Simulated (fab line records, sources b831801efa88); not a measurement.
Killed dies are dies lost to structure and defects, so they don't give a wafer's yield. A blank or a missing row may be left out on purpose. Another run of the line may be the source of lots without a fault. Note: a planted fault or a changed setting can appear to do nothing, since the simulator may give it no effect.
Which tool did it? | flow sky130 | 12 lots with 36 wafers sampled at 2 steps, on a route of 708 steps

## WHAT THE GAUGES SHOWED, per wafer
SKY_VIA2_CD_MEAS_12: target cd 200 nm.
lot  | measured     | on        | cd nm (nm)
L076 | day 36 14:14 | cd sem-02 | 199.8 199.7 201.7
L078 | day 37 03:23 | cd sem-02 | 199.8 201.1 200.9
L079 | day 38 00:37 | cd sem-01 | 199.0 200.1 198.6
L081 | day 38 05:34 | cd sem-02 | 199.2 199.9 198.4
L083 | day 38 17:47 | cd sem-01 | 199.9 197.4 200.1
L085 | day 39 14:15 | cd sem-02 | 202.0 201.2 202.0
L087 | day 39 17:56 | cd sem-01 | 198.8 198.3 198.6
L090 | day 41 07:20 | cd sem-02 | 200.6 202.1 200.8
L091 | day 41 17:54 | cd sem-02 | 201.6 199.9 200.3
L094 | day 41 23:05 | cd sem-01 | 202.5 202.5 201.8
L096 | day 42 12:26 | cd sem-02 | 198.6 197.6 197.1
L097 | day 43 03:07 | cd sem-02 | 200.0 200.2 199.5

## WHAT TOOL EACH LOT RAN ON (gives the tool, then ch and the chambers of the sampled wafers, and finally the start)
lot  | SKY_METAL1_SPUTTER_02
L076 | pvd sputter-03, day 32 06:57
L078 | pvd sputter-01, day 32 20:42
L079 | pvd sputter-02, day 33 12:45
L081 | pvd sputter-02, day 33 20:29
L083 | pvd sputter-03, day 34 09:30
L085 | pvd sputter-03, day 35 05:49
L087 | pvd sputter-01, day 35 08:49
L090 | pvd sputter-01, day 36 23:56
L091 | pvd sputter-01, day 37 07:40
L094 | pvd sputter-03, day 37 16:20
L096 | pvd sputter-01, day 38 06:25
L097 | pvd sputter-02, day 38 22:16
- SKY_METAL1_SPUTTER_02: material AlCu, target thk 250 nm, time 13.3 s.

## THE ANSWER, worked out from the rows above alone
Rule: what is usual is taken from the lots themselves. Put in order of their means at a reading, lots are off if they are a third of the lots or fewer, leave a main group of 4 or more, and stand apart from it by a gap of 3 or more times the standard deviation of the main group's means; of several such gaps the widest counts. A main group is skipped when, at the precision printed for the reading in the tables above, its means are all equal. A lot without any number at a reading at which 4 lots or more have one is off too. Any other lot the step has rows for is counted as sound.
Nothing can be told from this: no lot is off at any reading shown.

## WHAT THE SIMULATOR PUT IN
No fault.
